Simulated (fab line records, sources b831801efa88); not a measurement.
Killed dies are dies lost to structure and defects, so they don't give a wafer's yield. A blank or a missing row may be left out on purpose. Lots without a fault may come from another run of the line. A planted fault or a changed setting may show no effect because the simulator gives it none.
Chamber matching | flow gf180mcu | GF_V5_CMP_04 on cmp-01: 4 sister chambers
The step polishes SiO2. 8 wafers are shown with their chamber, then 9 later ones without.

WAFERS WITH THEIR CHAMBER
wafer  | chamber | motor_current_A (A) | slurry_flow_ml_min
L410.1 | 1       | 11.4                | 150.1
L414.4 | 0       | 13.4                | 149.7
L421.4 | 0       | 12.5                | 149.9
L421.6 | 1       | 11.6                | 150.3
L422.1 | 2       | 14.0                | 149.8
L426.2 | 3       | 13.0                | 150.2
L426.5 | 3       | 11.8                | 150.7
L426.6 | 2       | 13.6                | 150.2

WAFERS WITHOUT THEIR CHAMBER
wafer  | motor_current_A (A) | slurry_flow_ml_min
L427.3 | 11.1                | 149.9
L427.4 | 13.6                | 149.9
L427.6 | 12.5                | 149.2
L429.1 | 12.2                | 149.6
L429.5 | 13.6                | 149.7
L429.6 | 11.4                | 150.3
L430.3 | 12.3                | 150.0
L430.4 | 14.7                | 149.4
L430.5 | 11.8                | 149.9

WHICH CHAMBER EACH WENT THROUGH
wafer  | from the rows above               | in truth
L427.3 | can't be placed: 1 or 3 or 0      | 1
L427.4 | can't be placed: 2 or 0           | 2
L427.6 | can't be placed: 0 or 2 or 1      | 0
L429.1 | can't be placed: 0 or 1 or 2 or 3 | 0
L429.5 | can't be placed: 0 or 2           | 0
L429.6 | can't be placed: 1 or 3           | 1
L430.3 | can't be placed: 0 or 1 or 3 or 2 | 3
L430.4 | can't be placed: 2 or 0           | 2
L430.5 | can't be placed: 1 or 0 or 3      | 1
Placed correctly: 0 of 9. Can't be placed from these rows: 9 (the true chamber is among the candidates in 9). Placed wrongly: 0.
How it was worked out, from the rows above alone: a wafer's distance from a chamber is the root of the sum, over the readings, of the square of ((its reading less the chamber's mean) divided by the reading's scatter). The wafer belongs to the nearest chamber; if the next one is less than 2 further off, it can't be placed. A chamber's mean is the mean of its shown wafers. The scatter: the root of (the sum of the squares of (reading less its chamber's mean) over the shown wafers, divided by (wafers less chambers)).
